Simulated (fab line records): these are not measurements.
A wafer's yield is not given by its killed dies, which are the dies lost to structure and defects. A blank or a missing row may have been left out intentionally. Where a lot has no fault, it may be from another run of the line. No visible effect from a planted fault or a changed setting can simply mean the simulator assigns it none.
Chamber matching + flow sky130 + SKY_LI_CONTACT_ETCH_15 on rieDiel-03 has 4 sister chambers
The step etches PSG in C4F8/O2/Ar, stops on Si, target depth 600 nm. 4 wafers are shown with their chamber, then 8 later ones without.

== WAFERS, EACH WITH ITS CHAMBER ==
| wafer  | chamber | oesProductAu (a.u.) |
|--------|---------|---------------------|
| L222.1 | 1       | 0.851               |
| L232.5 | 0       | 0.835               |
| L232.6 | 3       | 0.838               |
| L233.4 | 2       | 0.835               |

== WAFERS WITHOUT THEIR CHAMBER ==
| wafer  | oesProductAu (a.u.) |
|--------|---------------------|
| L233.5 | 0.839               |
| L233.6 | 0.841               |
| L236.2 | 0.835               |
| L236.4 | 0.837               |
| L236.6 | 0.848               |
| L237.1 | 0.839               |
| L237.2 | 0.845               |
| L237.6 | 0.836               |

== CHAMBER TAKEN BY EACH ==
| wafer  | from the rows above               | in truth |
|--------|-----------------------------------|----------|
| L233.5 | can't be placed: 3 or 0 or 2      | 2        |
| L233.6 | can't be placed: 3 or 0 or 2      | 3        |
| L236.2 | can't be placed: 0 or 2 or 3      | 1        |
| L236.4 | can't be placed: 3 or 0 or 2      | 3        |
| L236.6 | 1                                 | 1        |
| L237.1 | can't be placed: 3 or 0 or 2      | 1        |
| L237.2 | can't be placed: 1 or 3 or 0 or 2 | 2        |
| L237.6 | can't be placed: 0 or 2 or 3      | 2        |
Placed correctly: 1 of 8. Can't be placed from these rows: 7 (the true chamber is among the candidates in 5). Number placed wrongly: 0.
How it was worked out, from the rows above alone: a wafer's distance from a chamber is the root of the sum, over the readings, of the square of ((its reading less the chamber's mean) divided by the reading's scatter). The wafer belongs to the nearest chamber; if the next one is less than 2 further off, it can't be placed. A chamber's mean is the mean of its shown wafers. The scatter (one wafer shown for each chamber): square how far every hidden wafer sits from the nearest shown wafer, average those squares and take the square root.
